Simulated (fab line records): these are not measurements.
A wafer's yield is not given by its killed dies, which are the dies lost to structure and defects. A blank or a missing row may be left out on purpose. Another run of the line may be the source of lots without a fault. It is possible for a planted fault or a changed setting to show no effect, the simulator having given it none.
Chamber matching / flow sky130 / cmp-02 running SKY_VIA4_CMP_21: 4 sister chambers
The step polishes, stops on SiO2, t overpolish 25 s, target thk 0 nm. 7 wafers are shown with their chamber, then 8 later ones without.

## WAFERS PAIRED WITH THEIR CHAMBERS
wafer=L898.3; chamber=1; motor_current_A (A)=12.9; overpolish_run_s (s)=24.987
wafer=L900.1; chamber=2; motor_current_A (A)=10.8; overpolish_run_s (s)=25.002
wafer=L900.6; chamber=3; motor_current_A (A)=10.0; overpolish_run_s (s)=25.000
wafer=L906.1; chamber=2; motor_current_A (A)=10.4; overpolish_run_s (s)=24.993
wafer=L906.5; chamber=0; motor_current_A (A)=10.8; overpolish_run_s (s)=24.979
wafer=L906.6; chamber=3; motor_current_A (A)=9.9; overpolish_run_s (s)=25.000
wafer=L918.1; chamber=0; motor_current_A (A)=10.5; overpolish_run_s (s)=24.987

## WAFERS WITH NO CHAMBER GIVEN
wafer=L918.3; motor_current_A (A)=10.8; overpolish_run_s (s)=25.005
wafer=L918.4; motor_current_A (A)=10.0; overpolish_run_s (s)=25.013
wafer=L917.2; motor_current_A (A)=10.1; overpolish_run_s (s)=25.015
wafer=L917.3; motor_current_A (A)=10.7; overpolish_run_s (s)=24.998
wafer=L917.5; motor_current_A (A)=10.3; overpolish_run_s (s)=24.995
wafer=L919.1; motor_current_A (A)=12.4; overpolish_run_s (s)=24.983
wafer=L919.3; motor_current_A (A)=10.7; overpolish_run_s (s)=25.017
wafer=L919.5; motor_current_A (A)=11.2; overpolish_run_s (s)=24.992

## CHAMBER TAKEN BY EACH
wafer=L918.3; from the rows above=2; in truth=2
wafer=L918.4; from the rows above=can't be placed: 3 or 2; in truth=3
wafer=L917.2; from the rows above=can't be placed: 3 or 2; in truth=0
wafer=L917.3; from the rows above=2; in truth=2
wafer=L917.5; from the rows above=can't be placed: 2 or 3 or 0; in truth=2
wafer=L919.1; from the rows above=1; in truth=1
wafer=L919.3; from the rows above=can't be placed: 2 or 3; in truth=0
wafer=L919.5; from the rows above=can't be placed: 2 or 0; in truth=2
Correct placement for 3 of the 8. Unplaceable from these rows: 5, with the true chamber sitting among the candidates in 3. Number placed wrongly: 0.
How it was worked out, from the rows above alone: a wafer's distance from a chamber is the root of the sum, over the readings, of the square of ((its reading less the chamber's mean) divided by the reading's scatter). If the next closest chamber is less than 2 further off than the closest, the wafer can't be placed; otherwise it belongs to the closest. For every chamber, the mean is computed from those of its wafers that are shown. The scatter: the root of (the sum of the squares of (reading less its chamber's mean) over the shown wafers, divided by (wafers less chambers)).
